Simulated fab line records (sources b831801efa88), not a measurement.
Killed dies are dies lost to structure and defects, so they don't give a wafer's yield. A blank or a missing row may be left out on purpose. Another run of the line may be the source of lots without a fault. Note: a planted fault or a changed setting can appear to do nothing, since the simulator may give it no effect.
The same fault as seen by 2 desks | flow gf180mcu | each desk has only its own numbers; what lay behind them comes last

METROLOGY DESK
Lot by lot, what the gauges showed, no matter which tool ran the lot: averages of those sampled wafers that carry a number. If a lot's mean is further than 4 standard deviations from the usual mean, the lot is out of limits and carries the mark OUT (the distance appears in the brackets).
Columns: A = V2_CVD_00_THK at GF_V2_THK_MEAS_01, usual 603 nm
lot  | first seen here | A
L252 | day 19 00:13    | 602
L254 | day 19 17:13    | 607
L255 | day 20 04:52    | 606
L256 | day 20 14:10    | 606
L258 | day 21 11:44    | 599
L259 | day 21 17:48    | 605
L260 | day 22 08:11    | 603
L261 | day 22 18:20    | 595
L262 | day 23 05:02    | 601
L263 | day 23 13:42    | 606
L264 | day 23 21:28    | 607
L273 | day 26 22:12    | 604
L274 | day 27 00:35    | 602
Result from this desk: across the 13 lots, nothing is out of limits.

AT THE TOOL OWNER'S DESK: rieDiel-04
The tool's own readings at GF_STI_ETCH_13 (etches the open film in CHF3/O2, stops on Si, target depth 282.31 nm, time 112.9 s): means of the sampled wafers that have a number, for each lot that ran on this tool. If a lot's mean is further than 4 standard deviations from the usual mean, the lot is out of limits and carries the mark OUT (the distance appears in the brackets).
Columns: A = drypumpMotorCurrentA at GF_STI_ETCH_13, usual 5.7 A; B = oesProductAu at GF_STI_ETCH_13, usual 0.832 a.u.; C = throttleValvePct at GF_STI_ETCH_13, usual 8.810 %
lot  | first seen here | A   | B     | C
L255 | day 2 16:44     | 5.9 | 0.831 | 8.809
L258 | day 3 11:35     | 5.3 | 0.833 | 8.816
L260 | day 3 19:41     | 5.9 | 0.828 | 8.813
L261 | day 4 00:38     | 5.9 | 0.835 | 8.817
L262 | day 4 05:44     | 5.9 | 0.841 | 8.811
L263 | day 4 10:47     | 5.6 | 0.841 | 8.815
Result from this desk: across the 6 lots, nothing is out of limits.

PUT TOGETHER
Metrology desk: nothing out of limits seen.
Nothing out of limits was seen by the tool owner's desk.

WHAT HAD BEEN PUT IN BY THE SIMULATOR
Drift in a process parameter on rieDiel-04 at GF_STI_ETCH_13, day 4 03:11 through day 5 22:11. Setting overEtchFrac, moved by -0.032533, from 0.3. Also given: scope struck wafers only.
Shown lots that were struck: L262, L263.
